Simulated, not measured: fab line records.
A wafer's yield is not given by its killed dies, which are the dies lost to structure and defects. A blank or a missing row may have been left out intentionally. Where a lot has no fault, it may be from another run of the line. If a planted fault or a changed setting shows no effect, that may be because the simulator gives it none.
fab line records	flow gf180mcu
[record] lots = 7	wafers = 21	lastDay = 34
route steps=602 shown M5@532 V5@540 TOP_METAL@567 PASSIVATION@602
lots untouched by any fault: they come from a run of this same line in which no faults occurred
startH: the number of hours between the record's first day and the start of the first shown wafer of the lot	waitH: hours from the lot's prior step to this one	" unchanged from the row above	L1.1+2: several wafers, shown together as one row	- no value, or no start was given	* or withheld: withheld	< > ~ a bound
route shown NAME@n: NAME is a module with steps in the file, n the number in the route of the first one	usual: mean/standard deviation taken from wafers without a fault	same: alike in all rows	chamber/n: place in a boat	sites: readings site by site	_std_site: the standard deviation of these	_edge_site: inner sites' mean taken away from outer sites' mean	radiusMm: how far each site lies from the wafer's centre	mask NAME#n: copy n	behind: the most recent tool/chamber to have shaped the wafer	hold: cause of the lot's hold/its duration in hours/its outcome	device: whichever transistor did not switch (one of n, p or np)	end of line: the route-end tests of the same wafers	step lacking rows: just its recipe	killed: the dies lost at the first sort to structure and to defects; this is not the yield of the wafer	map: dies across one wafer; x = killed, . = not, _ = none there
set.NAME: the setting that was run; set.NAME@STEP: the one run at that earlier step	model.NAME: the simulator's own value behind a step, which no gauge read
a table for each step, a row for each wafer; lots at some steps of the route
services: a tool's chamber out of use, with start hour (startH, from the record's first day; less than 0 if before it), hours out, and reason
[[steps]]
[step GF_M5_DEVELOP_06]
[recipe] developTimeS = 60	devTempC = 21
[step GF_M5_CD_MEAS_07]
[recipe] targetCdNm = 280
[usual] cdNm = 279.9/1.3
lot.wafer	tool	chamber	startH	waitH	cdNm
L216.2	cdSem-01	-	610.26	0.1	281.8
L216.4	"	-	"	"	281.3
L216.5	"	-	"	"	281.8
L225.3	cdSem-01	-	678.24	0.1	281.4
L225.4	"	-	"	"	279.6
L225.6	"	-	"	"	280.5
L232.1	cdSem-01	-	724.96	0.1	278.3
L232.2	"	-	"	"	279.6
L232.4	"	-	"	"	277.8
L233.2	cdSem-01	-	730.77	0.1	280.7
L233.5	"	-	"	"	279.8
L233.6	"	-	"	"	279.8
L234.1	cdSem-01	-	739.09	0.1	282.0
L234.3	"	-	"	"	281.1
L234.5	"	-	"	"	279.9
L237.1	cdSem-02	-	753.35	0.1	280.6
L237.2	"	-	"	"	281.1
L237.5	"	-	"	"	281.0
L239.1	cdSem-02	-	762.70	0.1	280.2
L239.5	"	-	"	"	280.8
L239.6	"	-	"	"	281.6
[step GF_M5_OVL_MEAS_08]
[usual] M5_OVL = -1/4.8
lot.wafer	tool	chamber	startH	waitH	M5_OVL[nm]
L216.2	overlay-02	-	610.37	0.1	4
L216.4	"	-	"	"	-2
L216.5	"	-	"	"	1
L225.3	overlay-02	-	678.33	0.1	2
L225.4	"	-	"	"	-2
L225.6	"	-	"	"	1
L232.1	overlay-02	-	725.08	0.1	1
L232.2	"	-	"	"	1
L232.4	"	-	"	"	-6
L233.2	overlay-01	-	730.87	0.1	1
L233.5	"	-	"	"	1
L233.6	"	-	"	"	-2
L234.1	overlay-01	-	739.21	0.1	-3
L234.3	"	-	"	"	-6
L234.5	"	-	"	"	-7
L237.1	overlay-02	-	753.47	0.1	3
L237.2	"	-	"	"	3
L237.5	"	-	"	"	9
L239.1	overlay-02	-	762.82	0.1	-1
L239.5	"	-	"	"	-1
L239.6	"	-	"	"	-6
[step GF_M5_ETCH_09]
[recipe] chemistry = CF4/O2	target = Si3N4	targetDepthNm = 52	sourceW = 800	biasW = 150	pressureMtorr = 150	cf4FlowSccm = 80	O2_flow_sccm = 10	timeS = 11.6
[usual] O2_flow_sccm = 10.00/0.033	drypumpMotorCurrentA = 5.6/0.52	oesProductAu = 0.998/0.0067	rfFwdPowerW = 786/3.6	throttleValvePct = 5.970/0.0099
lot.wafer	tool	chamber	startH	waitH	O2_flow_sccm	drypumpMotorCurrentA	oesProductAu	rfFwdPowerW	rfHoursCounterH	throttleValvePct
L216.2	rieDiel-02	3	610.40	0.0	10.01	6.3	0.991	789	11	5.965
L216.4	"	3	"	"	9.99	6.3	1.007	787	-	5.958
L216.5	"	2	"	"	10.03	5.4	0.989	792	-	5.961
L225.3	rieDiel-02	0	678.35	0.0	10.00	4.6	0.996	780	2	5.973
L225.4	"	3	"	"	9.96	6.3	1.001	782	-	5.968
L225.6	"	0	"	"	10.01	4.6	1.003	779	-	5.976
L232.1	rieDiel-04	3	725.12	0.0	9.99	5.5	1.008	787	4	5.977
L232.2	"	2	"	"	9.98	6.1	0.999	782	9	5.973
L232.4	"	1	"	"	9.98	4.9	1.002	783	18	5.972
L233.2	rieDiel-02	3	730.90	0.0	10.04	6.4	0.999	791	16	5.974
L233.5	"	3	"	"	9.94	6.4	0.996	786	-	5.944
L233.6	"	2	"	"	10.03	5.4	0.995	792	-	5.951
L234.1	rieDiel-04	2	739.25	0.0	10.03	6.1	0.994	784	10	5.953
L234.3	"	1	"	"	10.03	4.9	0.998	783	19	5.968
L234.5	"	1	"	"	10.03	4.9	0.995	783	-	5.956
L237.1	rieDiel-02	1	753.50	0.0	10.05	5.9	1.001	789	11	5.956
L237.2	"	0	"	"	10.05	4.6	1.006	783	6	5.977
L237.5	"	1	"	"	10.04	5.9	0.998	792	-	5.941
L239.1	rieDiel-03	0	762.85	0.0	10.00	5.9	1.002	782	8	5.969
L239.5	"	2	"	"	10.02	5.2	0.996	791	-	5.965
L239.6	"	0	"	"	9.98	5.8	1.008	784	-	5.968
[step GF_M5_METAL_ETCH_10]
[recipe] chemistry = Cl2/BCl3	maskMaterial = KrF	targetDepthNm = 627.5	stopOn = SiO2	pressureMtorr = 8	icpW = 800	biasW = 140	Cl2_flow_sccm = 80	bcl3FlowSccm = 40	timeS = 104.6
[usual] drypumpMotorCurrentA = 5.69/0.3	oesProductAu = 0.972/0.006	rfFwdPowerW = 794.4/2.6	throttleValvePct = 28.252/0.01
lot.wafer	tool	chamber	startH	waitH	drypumpMotorCurrentA	oesProductAu	rfFwdPowerW	rfHoursCounterH	throttleValvePct
L216.2	rieMetal-01	0	610.46	0.0	5.87	0.972	797.4	-	28.256
L216.4	"	0	"	"	5.88	0.975	799.1	-	28.249
L216.5	"	0	"	"	5.87	0.981	795.7	-	28.250
L225.3	rieMetal-02	1	678.41	0.0	5.21	0.966	797.5	-	28.245
L225.4	"	0	"	"	6.00	0.959	791.2	-	28.270
L225.6	"	0	"	"	5.95	0.966	791.9	-	28.258
L232.1	rieMetal-02	0	725.14	0.0	5.98	0.969	793.2	7	28.256
L232.2	"	1	"	"	5.18	0.974	791.4	10	28.256
L232.4	"	0	"	"	6.02	0.978	791.3	-	28.244
L233.2	rieMetal-01	1	730.93	0.0	5.86	0.967	797.8	4	28.253
L233.5	"	0	"	"	5.88	0.965	796.1	-	28.252
L233.6	"	1	"	"	5.88	0.972	796.9	-	28.244
L234.1	rieMetal-02	1	739.27	0.0	5.23	0.968	792.7	10	28.264
L234.3	"	0	"	"	6.00	0.969	793.5	-	28.262
L234.5	"	0	"	"	6.01	0.970	793.7	-	28.249
L237.1	rieMetal-02	1	753.53	0.0	5.23	0.967	793.3	11	28.258
L237.2	"	0	"	"	6.00	0.973	792.9	8	28.254
L237.5	"	0	"	"	5.98	0.977	790.7	-	28.252
L239.1	rieMetal-02	1	762.88	0.0	5.21	0.972	794.9	11	28.263
L239.5	"	1	"	"	5.20	0.962	792.6	-	28.271
L239.6	"	0	"	"	5.96	0.968	794.1	-	28.257
[step GF_M5_STRIP_11]
[recipe] chemistry = O2/N2	powerW = 1400	pressureMtorr = 1500	platenTempC = 250	o2FlowSccm = 3000	n2FlowSccm = 300	overashFraction = 0.5
[step GF_M5_STRIP_12]
[recipe] chemistry = postEtchResidueRemover	timeS = 1200	tempC = 72.5
[step GF_M5_CLEAN_13]
[recipe] chemistry = DIW	dry = n2Spin
[step GF_V5_CVD_00]
[recipe] material = SiO2	targetThkNm = 300	sigmaOpenFrac = 0.3	tempC = 400	timeS = 50	sih4FlowSccm = 60	pressureMtorr = 6
[step GF_V5_THK_MEAS_01]
[recipe] reads = SiO2_of_V5_CVD_00
[usual] V5_CVD_00_THK = 301/3.3
lot.wafer	tool	chamber	startH	waitH	V5_CVD_00_THK[nm]
L216.2	filmMetro-03	-	611.24	0.0	297
L216.4	"	-	"	"	297
L216.5	"	-	"	"	299
L225.3	filmMetro-02	-	679.09	0.0	303
L225.4	"	-	"	"	308
L225.6	"	-	"	"	304
L232.1	filmMetro-02	-	725.87	0.0	301
L232.2	"	-	"	"	305
L232.4	"	-	"	"	305
L233.2	filmMetro-03	-	731.63	0.0	300
L233.5	"	-	"	"	304
L233.6	"	-	"	"	303
L234.1	filmMetro-01	-	739.96	0.0	301
L234.3	"	-	"	"	297
L234.5	"	-	"	"	300
L237.1	filmMetro-02	-	754.45	0.0	299
L237.2	"	-	"	"	298
L237.5	"	-	"	"	301
L239.1	filmMetro-03	-	763.57	0.0	299
L239.5	"	-	"	"	299
L239.6	"	-	"	"	299
[step GF_V5_CVD_02]
[recipe] material = SiO2	targetThkNm = 1450	precursor = TEOS	tempC = 400	timeS = 163.28	rfW = 600
[step GF_V5_THK_MEAS_03]
[recipe] reads = SiO2_of_V5_CVD_02
[usual] V5_CVD_02_THK = 1453/19
lot.wafer	tool	chamber	startH	waitH	V5_CVD_02_THK[nm]
L216.2	filmMetro-03	-	611.40	0.1	1426
L216.4	"	-	"	"	1441
L216.5	"	-	"	"	1436
L225.3	filmMetro-01	-	679.25	0.1	1477
L225.4	"	-	"	"	1493
L225.6	"	-	"	"	1487
L232.1	filmMetro-02	-	726.04	0.1	1436
L232.2	"	-	"	"	1443
L232.4	"	-	"	"	1463
L233.2	filmMetro-03	-	731.79	0.1	1471
L233.5	"	-	"	"	1486
L233.6	"	-	"	"	1461
L234.1	filmMetro-02	-	740.18	0.1	1432
L234.3	"	-	"	"	1447
L234.5	"	-	"	"	1443
L237.1	filmMetro-03	-	754.68	0.1	1417
L237.2	"	-	"	"	1436
L237.5	"	-	"	"	1456
L239.1	filmMetro-03	-	763.74	0.1	1478
L239.5	"	-	"	"	1493
L239.6	"	-	"	"	1500
[step GF_V5_CMP_04]
[recipe] material = SiO2	downForcePsi = 4	platenRpm = 60	padVelocityMS = 0.94248
[usual] motorCurrentA = 11.1/0.9
lot.wafer	tool	chamber	startH	waitH	motorCurrentA	model.SiO2_of_V5_CVD_02.thkNm
L216.4	cmp-01	2	611.45	0.0	10.3	854.5
L216.2	"	3	"	"	10.4	856.5
L216.5	"	2	"	"	9.8	856.2
L225.4	cmp-02	1	679.34	0.1	12.2	854.1
L225.3	"	3	"	"	11.1	856
L225.6	"	1	"	"	12.3	855.6
L232.4	cmp-01	2	726.10	0.0	10.4	857.1
L232.1	"	0	"	"	10.9	1058
L232.2	"	1	"	"	11.4	856
L233.2	cmp-01	3	731.89	0.1	9.9	856.8
L233.6	"	2	"	"	10.3	1068
L233.5	"	3	"	"	11.2	856.4
L234.3	cmp-01	3	740.24	0.0	10.2	857
L234.1	"	0	"	"	10.5	1058
L234.5	"	0	"	"	10.6	854.9
L237.2	cmp-02	0	754.79	0.1	12.5	855.6
L237.1	"	1	"	"	12.3	855.6
L237.5	"	0	"	"	12.7	856.2
L239.1	cmp-02	0	763.85	0.1	12.6	854.2
L239.5	"	3	"	"	11.1	855.8
L239.6	"	0	"	"	12.5	854.8
[step GF_V5_BOW_MEAS_05]
[recipe] mode = bow
[usual] V5_BOW = 133/9.4
lot.wafer	tool	chamber	startH	waitH	V5_BOW[um]
L216.2	filmMetro-02	-	611.77	0.2	136
L216.4	"	-	"	"	133
L216.5	"	-	"	"	127
L225.3	filmMetro-03	-	679.63	0.1	135
L225.4	"	-	"	"	131
L225.6	"	-	"	"	144
L232.1	filmMetro-01	-	726.40	0.1	140
L232.2	"	-	"	"	152
L232.4	"	-	"	"	141
L233.2	filmMetro-01	-	732.16	0.2	150
L233.5	"	-	"	"	135
L233.6	"	-	"	"	154
L234.1	filmMetro-01	-	740.54	0.2	134
L234.3	"	-	"	"	127
L234.5	"	-	"	"	123
L237.1	filmMetro-01	-	755.04	0.1	116
L237.2	"	-	"	"	127
L237.5	"	-	"	"	122
L239.1	filmMetro-01	-	764.10	0.2	140
L239.5	"	-	"	"	142
L239.6	"	-	"	"	139
[step GF_V5_DEHYDRATE_06]
[recipe] tempC = 200	timeS = 60
[step GF_V5_HMDS_07]
[recipe] primeTimeS = 60	primeTempC = 120
[step GF_V5_COAT_08]
[recipe] resist = BARC	tempC = withheld	timeS = withheld	spinRpm = withheld	resistThkNm = withheld
[step GF_V5_COAT_09]
[recipe] resist = KrF	spinRpm = withheld	resistThkNm = 1000
[step GF_V5_SOFTBAKE_10]
[recipe] tempC = 130	timeS = 60	resist = KrF
[step GF_V5_EXPOSE_11]
[recipe] maskId = Via5	targetCdNm = 260	na = 0.68	sourceShape = conventional	sigmaOuter = 0.6	doseMj = 38
[step GF_V5_PEB_12]
[recipe] pebTempC = 135	pebTimeS = 90	resist = KrF
[step GF_V5_DEVELOP_13]
[recipe] developTimeS = 60	resist = KrF	devTempC = 21
[step GF_V5_CD_MEAS_14]
[recipe] targetCdNm = 260
[usual] cdNm = 260.1/1.1
lot.wafer	tool	chamber	startH	waitH	cdNm
L216.2	cdSem-02	-	631.72	0.1	260.2
L216.4	"	-	"	"	260.8
L216.5	"	-	"	"	259.8
L225.3	cdSem-02	-	698.13	0.1	257.3
L225.4	"	-	"	"	257.1
L225.6	"	-	"	"	257.5
L232.1	cdSem-02	-	743.81	0.1	259.2
L232.2	"	-	"	"	257.3
L232.4	"	-	"	"	258.3
L233.2	cdSem-01	-	749.41	0.1	260.3
L233.5	"	-	"	"	258.9
L233.6	"	-	"	"	259.9
L234.1	cdSem-01	-	755.56	0.1	261.1
L234.3	"	-	"	"	259.9
L234.5	"	-	"	"	260.9
L237.1	cdSem-02	-	770.16	0.1	260.4
L237.2	"	-	"	"	259.6
L237.5	"	-	"	"	259.9
L239.1	cdSem-01	-	779.96	0.1	259.4
L239.5	"	-	"	"	259.6
L239.6	"	-	"	"	259.1
[step GF_V5_OVL_MEAS_15]
[usual] V5_OVL = 4/5.4
lot.wafer	tool	chamber	startH	waitH	V5_OVL[nm]
L216.2	overlay-02	-	631.82	0.1	4
L216.4	"	-	"	"	1
L216.5	"	-	"	"	1
L225.3	overlay-01	-	698.22	0.1	3
L225.4	"	-	"	"	8
L225.6	"	-	"	"	5
L232.1	overlay-02	-	743.93	0.1	4
L232.2	"	-	"	"	4
L232.4	"	-	"	"	5
L233.2	overlay-01	-	749.52	0.1	0
L233.5	"	-	"	"	-2
L233.6	"	-	"	"	-2
L234.1	overlay-01	-	755.68	0.1	3
L234.3	"	-	"	"	5
L234.5	"	-	"	"	4
L237.1	overlay-02	-	770.28	0.1	5
L237.2	"	-	"	"	9
L237.5	"	-	"	"	3
L239.1	overlay-02	-	780.08	0.1	8
L239.5	"	-	"	"	7
L239.6	"	-	"	"	4
[step GF_V5_ETCH_16]
[recipe] chemistry = N2/H2	targetDepthA = withheld	overetchA = withheld	timeS = withheld	target = BARC	ionEnergyEv = 200	sourceW = 500	biasW = 100	pressureMtorr = 30	n2FlowSccm = 100	h2FlowSccm = 200
[step GF_V5_ETCH_17]
[recipe] chemistry = C4F8/O2/Ar	maskMaterial = KrF	target = SiO2	stopOn = TiN	sourceW = 1500	biasW = 1200	pressureMtorr = 40	c4f8FlowSccm = withheld	O2_flow_sccm = 6	Ar_flow_sccm = 300	timeS = withheld	targetDepthA = 8550
[usual] oesProductAu = 0.860/0.0048	rfFwdPowerW = 1494/4.7
lot.wafer	tool	chamber	startH	waitH	oesProductAu	rfFwdPowerW	model.V5.featureDepthNm	model.etch.depthNm
L216.2	rieDiel-02	2	-	-	0.852	1499	856.5	856.5
L216.4	"	0	"	"	0.857	1493	854.5	854.5
L216.5	"	0	"	"	0.859	1488	856.2	856.2
L225.3	rieDiel-01	3	-	-	0.864	1494	856	856
L225.4	"	1	"	"	0.856	1490	854.1	854.1
L225.6	"	2	"	"	0.859	1500	855.6	855.6
L232.1	rieDiel-02	0	-	-	0.969	1487	1058	1058
L232.2	"	1	"	"	0.859	1509	856	856
L232.4	"	3	"	"	0.870	1490	857.1	857.1
L233.2	rieDiel-02	0	-	-	0.861	1496	856.8	856.8
L233.5	"	2	"	"	0.868	1497	856.4	856.4
L233.6	"	1	"	"	0.979	1491	1068	1068
L234.1	rieDiel-03	0	-	-	0.967	1494	1058	1058
L234.3	"	2	"	"	0.862	1495	857	857
L234.5	"	1	"	"	0.870	1488	854.9	854.9
L237.1	rieDiel-02	1	-	-	0.861	1493	855.6	855.6
L237.2	"	3	"	"	0.866	1489	855.6	855.6
L237.5	"	0	"	"	0.860	1501	856.2	856.2
L239.1	rieDiel-03	3	-	-	0.854	1490	854.2	854.2
L239.5	"	3	"	"	0.853	1492	855.8	855.8
L239.6	"	2	"	"	0.859	1497	854.8	854.8
[step GF_V5_STRIP_18]
[recipe] chemistry = O2/N2	powerW = 1400	pressureMtorr = 1500	platenTempC = 250	o2FlowSccm = 3000	n2FlowSccm = 300	overashFraction = 0.5
[step GF_V5_STRIP_19]
[recipe] chemistry = postEtchResidueRemover	timeS = 1200	tempC = 72.5
[step GF_V5_CLEAN_20]
[recipe] chemistry = DIW	dry = n2Spin
[step GF_V5_SPUTTER_21]
[recipe] material = Ti	targetThkNm = 15	chamberPressurePa = 5	powerW = 2500	substrateTempC = 200	timeS = 80.02
[step GF_V5_SPUTTER_22]
[recipe] material = TiN	targetThkNm = 10	chamberPressurePa = 5	powerW = 4000	timeS = 40
[usual] throttleValvePct = 29.8/0.81
lot.wafer	tool	chamber	startH	waitH	throttleValvePct
L216.2	pvdSputter-04	-	632.60	0.0	29.6
L216.4	"	-	"	"	29.8
L216.5	"	-	"	"	29.7
L225.3	pvdSputter-04	-	699.00	0.0	31.0
L225.4	"	-	"	"	29.9
L225.6	"	-	"	"	29.7
L232.1	pvdSputter-04	-	744.72	0.0	29.7
L232.2	"	-	"	"	30.0
L232.4	"	-	"	"	31.0
L233.2	pvdSputter-04	-	750.30	0.0	31.0
L233.5	"	-	"	"	29.7
L233.6	"	-	"	"	30.9
L234.1	pvdSputter-04	-	756.47	0.0	29.9
L234.3	"	-	"	"	29.6
L234.5	"	-	"	"	29.9
L237.1	pvdSputter-03	-	771.11	0.0	28.8
L237.2	"	-	"	"	29.4
L237.5	"	-	"	"	31.5
L239.1	pvdSputter-03	-	780.87	0.0	29.5
L239.5	"	-	"	"	29.0
L239.6	"	-	"	"	29.5
[step GF_V5_CVD_23]
[recipe] material = W	targetThkNm = 350	timeS = 104.9	tempC = 400	pressureTorr = 40
[usual] heaterPowerW = 867/47
lot.wafer	tool	chamber	startH	waitH	heaterPowerW
L216.2	cvdW-02	0	632.64	0.0	804
L216.4	"	1	"	"	910
L216.5	"	0	"	"	792
L225.3	cvdW-02	0	699.07	0.1	795
L225.4	"	1	"	"	936
L225.6	"	0	"	"	794
L232.1	cvdW-01	0	744.76	0.0	886
L232.2	"	1	"	"	850
L232.4	"	0	"	"	894
L233.2	cvdW-01	1	750.33	0.0	846
L233.5	"	0	"	"	894
L233.6	"	1	"	"	873
L234.1	cvdW-02	1	756.50	0.0	925
L234.3	"	0	"	"	829
L234.5	"	0	"	"	805
L237.1	cvdW-02	0	771.15	0.0	799
L237.2	"	1	"	"	920
L237.5	"	1	"	"	924
L239.1	cvdW-02	1	780.91	0.0	934
L239.5	"	1	"	"	924
L239.6	"	0	"	"	785
[step GF_V5_RS_MEAS_24]
[recipe] thkMeasGauge = four-point-probe	reads = W_of_V5_CVD_23+TiN_of_V5_SPUTTER_22+Ti_of_V5_SPUTTER_21
[usual] V5_W_RS = 0.326/0.0031
lot.wafer	tool	chamber	startH	waitH	V5_W_RS[ohm/sq]
L216.2	filmMetro-01	-	632.77	0.1	0.326
L216.4	"	-	"	"	0.324
L216.5	"	-	"	"	0.325
L225.3	filmMetro-03	-	699.19	0.1	0.330
L225.4	"	-	"	"	0.330
L225.6	"	-	"	"	0.334
L232.1	filmMetro-01	-	744.87	0.1	0.323
L232.2	"	-	"	"	0.327
L232.4	"	-	"	"	0.324
L233.2	filmMetro-02	-	750.47	0.1	0.319
L233.5	"	-	"	"	0.325
L233.6	"	-	"	"	0.327
L234.1	filmMetro-01	-	756.62	0.1	0.328
L234.3	"	-	"	"	0.328
L234.5	"	-	"	"	0.325
L237.1	filmMetro-01	-	771.26	0.1	0.325
L237.2	"	-	"	"	0.323
L237.5	"	-	"	"	0.328
L239.1	filmMetro-03	-	781.03	0.1	0.329
L239.5	"	-	"	"	0.328
L239.6	"	-	"	"	0.329
[step GF_V5_THK_MEAS_25]
[recipe] thkMeasGauge = xrf	reads = W_of_V5_CVD_23
[usual] V5_W_THK = 358/4.2
lot.wafer	tool	chamber	startH	waitH	V5_W_THK[nm]
L216.2	filmMetro-01	-	632.88	0.1	351
L216.4	"	-	"	"	354
L216.5	"	-	"	"	352
L225.3	filmMetro-03	-	699.29	0.1	353
L225.4	"	-	"	"	353
L225.6	"	-	"	"	348
L232.1	filmMetro-01	-	744.99	0.1	361
L232.2	"	-	"	"	352
L232.4	"	-	"	"	356
L233.2	filmMetro-02	-	750.58	0.1	367
L233.5	"	-	"	"	359
L233.6	"	-	"	"	358
L234.1	filmMetro-01	-	756.74	0.1	351
L234.3	"	-	"	"	354
L234.5	"	-	"	"	355
L237.1	filmMetro-01	-	771.38	0.1	359
L237.2	"	-	"	"	360
L237.5	"	-	"	"	356
L239.1	filmMetro-03	-	781.15	0.1	360
L239.5	"	-	"	"	362
L239.6	"	-	"	"	360
[step GF_V5_CMP_26]
[recipe] stopOn = SiO2	downForcePsi = 3.5	platenRpm = 60	tOverpolishS = 15	targetThkNm = 0	padVelocityMS = 0.94248
[usual] motorCurrentA = 10.1/0.77
lot.wafer	tool	chamber	startH	waitH	motorCurrentA	model.SiO2_of_V5_CVD_02.thkNm
L216.4	cmp-02	2	632.93	0.0	9.5	850.7
L216.2	"	1	"	"	11.8	852.7
L216.5	"	2	"	"	9.6	852.4
L225.3	cmp-01	0	699.38	0.1	9.5	852.2
L225.4	"	2	"	"	9.4	850.3
L225.6	"	0	"	"	10.2	851.8
L232.1	cmp-02	1	748.81	3.8	11.3	1055
L232.4	"	2	"	"	9.5	853.3
L232.2	"	0	"	"	11.6	852.2
L233.2	cmp-02	2	750.91	0.3	9.5	853
L233.6	"	2	"	"	9.5	1064
L233.5	"	3	"	"	9.4	852.6
L234.1	cmp-01	2	756.90	0.1	9.4	1054
L234.3	"	3	"	"	9.6	853.2
L234.5	"	1	"	"	10.1	851.1
L237.1	cmp-01	0	771.49	0.1	10.5	851.9
L237.2	"	2	"	"	9.3	851.8
L237.5	"	0	"	"	9.5	852.4
L239.1	cmp-01	1	781.26	0.1	10.3	850.4
L239.6	"	0	"	"	9.6	851.1
L239.5	"	1	"	"	10.4	852
[step GF_TOP_METAL_SPUTTER_00]
[recipe] material = Ti	targetThkNm = 37.5	arrivingIonEnergyEv = 80	substrateTempC = 200	chamberPressurePa = 2	powerW = 4000	timeS = 150
[usual] throttleValvePct = 29.5/0.81
lot.wafer	tool	chamber	startH	waitH	throttleValvePct
L216.2	pvdSputter-02	-	633.23	0.1	29.6
L216.4	"	-	"	"	29.8
L216.5	"	-	"	"	28.1
L225.3	pvdSputter-01	-	699.63	0.2	28.9
L225.4	"	-	"	"	29.1
L225.6	"	-	"	"	29.3
L232.1	pvdSputter-02	-	749.11	0.2	29.6
L232.2	"	-	"	"	28.0
L232.4	"	-	"	"	29.7
L233.2	pvdSputter-04	-	751.21	0.2	29.6
L233.5	"	-	"	"	30.3
L233.6	"	-	"	"	29.8
L234.1	pvdSputter-02	-	757.10	0.1	28.0
L234.3	"	-	"	"	30.1
L234.5	"	-	"	"	28.2
L237.1	pvdSputter-02	-	771.74	0.2	28.1
L237.2	"	-	"	"	29.9
L237.5	"	-	"	"	30.0
L239.1	pvdSputter-04	-	781.51	0.2	29.8
L239.5	"	-	"	"	29.7
L239.6	"	-	"	"	29.8
[step GF_PASSIVATION_PROBE_99]
lot.wafer	tool	chamber	startH	waitH	model.etest.via5Chain.rcOhm
L216.2	prober-02	-	675.85	0.1	7.094
L216.4	prober-02	-	675.95	0.2	6.808
L216.5	prober-02	-	676.00	0.2	7.051
L225.3	prober-02	-	738.41	0.2	7.267
L225.4	prober-02	-	738.46	0.2	7.106
L225.6	prober-02	-	738.56	0.2	7.347
L232.1	prober-01	-	783.98	0.1	8.208
L232.2	prober-01	-	784.03	0.1	7.072
L232.4	prober-01	-	784.13	0.2	7.237
L233.2	prober-02	-	787.35	0.1	7.401
L233.5	prober-02	-	787.50	0.2	7.121
L233.6	prober-02	-	787.55	0.2	12.88
L234.1	prober-01	-	792.40	0.1	9.682
L234.3	prober-01	-	792.50	0.2	6.999
L234.5	prober-01	-	792.60	0.2	6.838
L237.1	prober-02	-	806.00	0.1	6.823
L237.2	prober-02	-	806.05	0.1	7.142
L237.5	prober-02	-	806.20	0.2	7.465
L239.1	prober-02	-	813.70	0.1	6.895
L239.5	prober-02	-	813.90	0.2	6.968
L239.6	prober-02	-	813.95	0.2	7.07
// killed by level:class
L216.2 V5:geometricParticle:open=6 V1:geometricParticle:open=5 V2:geometricParticle:open=5 V4:geometricParticle:open=5 CONTACT:geometricParticle:short=4 V3:geometricParticle:open=4 CONTACT:geometricParticle:open=3 V2:geometricParticle:short=3
L216.4 CONTACT:geometricParticle:open=5 M1:geometricParticle:short=4 V3:geometricParticle:short=4 V1:geometricParticle:open=3 V1:geometricParticle:short=3 V2:geometricParticle:open=3 V3:geometricParticle:open=3 V5:geometricParticle:open=3
L216.5 V3:geometricParticle:open=4 V5:geometricParticle:open=4 STI:geometricParticle:open=3 CONTACT:geometricParticle:open=3 V4:geometricParticle:open=3 V5:geometricParticle:short=3 CONTACT:geometricParticle:short=2 V1:geometricParticle:open=2
L225.3 V1:geometricParticle:open=5 V3:geometricParticle:open=5 V2:geometricParticle:open=4 CONTACT:geometricParticle:short=3 CONTACT:geometricParticle:open=3 V1:geometricParticle:short=3 M2:geometricParticle:short=3 M4:geometricParticle:short=3
L225.4 V1:geometricParticle:open=7 STI:geometricParticle:open=4 V4:geometricParticle:open=4 V2:geometricParticle:open=3 M5:geometricParticle:short=3 STI:geometricParticle:short=2 CONTACT:geometricParticle:short=2 CONTACT:geometricParticle:open=2
L225.6 CONTACT:geometricParticle:short=5 V4:geometricParticle:short=5 HV_LDD:geometricParticle:short=4 CONTACT:geometricParticle:open=4 V3:geometricParticle:open=4 STI:geometricParticle:short=3 M5:geometricParticle:short=3 V1:geometricParticle:open=3
L237.1 M4:geometricParticle:short=5 CONTACT:geometricParticle:open=4 V2:geometricParticle:open=3 V3:geometricParticle:open=3 V4:geometricParticle:open=3 V5:geometricParticle:open=3 STI:geometricParticle:open=2 V1:geometricParticle:open=2
L237.2 V3:geometricParticle:open=6 V2:geometricParticle:open=6 STI:geometricParticle:short=5 CONTACT:geometricParticle:open=5 CONTACT:geometricParticle:short=5 V3:geometricParticle:short=5 V5:geometricParticle:open=5 STI:geometricParticle:open=4
L237.5 M1:geometricParticle:short=6 V1:geometricParticle:open=6 STI:geometricParticle:open=4 STI:geometricParticle:short=3 M2:geometricParticle:short=3 M3:geometricParticle:short=3 V3:geometricParticle:short=3 V3:geometricParticle:open=3
L239.1 CONTACT:geometricParticle:open=5 V5:geometricParticle:open=5 V3:geometricParticle:short=4 V3:geometricParticle:open=4 V5:geometricParticle:short=4 STI:geometricParticle:open=3 CONTACT:geometricParticle:short=3 V1:geometricParticle:open=3
L239.5 V3:geometricParticle:open=9 V4:geometricParticle:open=5 CONTACT:geometricParticle:open=4 V5:geometricParticle:open=4 STI:geometricParticle:short=3 STI:geometricParticle:open=3 M1:geometricParticle:short=3 V1:geometricParticle:short=3
L239.6 STI:geometricParticle:open=4 V1:geometricParticle:short=4 V5:geometricParticle:short=4 STI:geometricParticle:short=3 CONTACT:geometricParticle:open=3 CONTACT:geometricParticle:short=3 V1:geometricParticle:open=3 V2:geometricParticle:short=3
[[services]]
tool	chamber	startH	hours	kind
cmp-02	-	599.08	7.7	pm
cvdW-02	1	605.11	6.4	repair
pvdSputter-04	-	611.63	0.7	repair
rieMetal-02	0	626.13	3.9	repair
rieDiel-03	-	631.64	4.3	pm
rieDiel-03	0	645.55	8.0	repair
rieDiel-03	2	656.09	16.1	repair
rieDiel-03	-	672.42	0.5	repair
rieDiel-03	3	678.29	15.7	repair
rieDiel-03	2	686.22	4.6	repair
cmp-02	-	690.26	1.8	repair
cmp-02	-	701.33	1.1	repair
rieDiel-02	1	705.83	29.8	repair
cmp-02	-	709.50	1.0	repair
rieMetal-02	-	711.06	0.3	repair
cvdW-02	0	733.21	4.6	repair
rieDiel-03	3	737.54	1.4	repair
cmp-01	-	743.38	4.8	pm
cmp-02	-	744.21	4.0	pm
rieDiel-03	3	754.32	10.0	repair
cmp-02	-	757.35	4.8	repair
cmp-02	-	769.03	0.8	repair
rieDiel-03	3	775.14	2.9	repair
rieMetal-02	-	778.39	28.1	pm
[[key]]
[firstSign] step = GF_V5_ETCH_17	reading = oesProductAu	direction = up	sigmas = 23	usual = 0.860	struck = 0.972
effect none on later readings
[modelEffect] step = GF_V5_CMP_04	value = SiO2_of_V5_CVD_02.thkNm	without = 855.5	struck = 1061
[modelEffect] step = GF_V5_ETCH_17	value = V5.featureDepthNm	without = 855.5	struck = 1061
[modelEffect] step = GF_V5_CMP_26	value = SiO2_of_V5_CVD_02.thkNm	without = 851.7	struck = 1057
[modelEffect] step = GF_PASSIVATION_PROBE_99	value = etest.via5Chain.rcOhm	without = 6.941	struck = 10.26
metAt GF_V5_CMP_04
struckWafers L232.1,L233.6,L234.1
sortLeftOut L232.1,L233.6,L234.1
onsetBetween 611.45 726.10
[fault] kind = processParameterDrift	tool = cmp-01	chamber = -	onsetH = 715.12	steps = GF_V5_CMP_04	channel = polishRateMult	offset = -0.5	shape = step	endH = 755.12	scope = struckWafersOnly
// sortLeftOut: the simulated sort isn't trusted on such a fault, so these wafers' sort isn't shown, and their yield isn't known
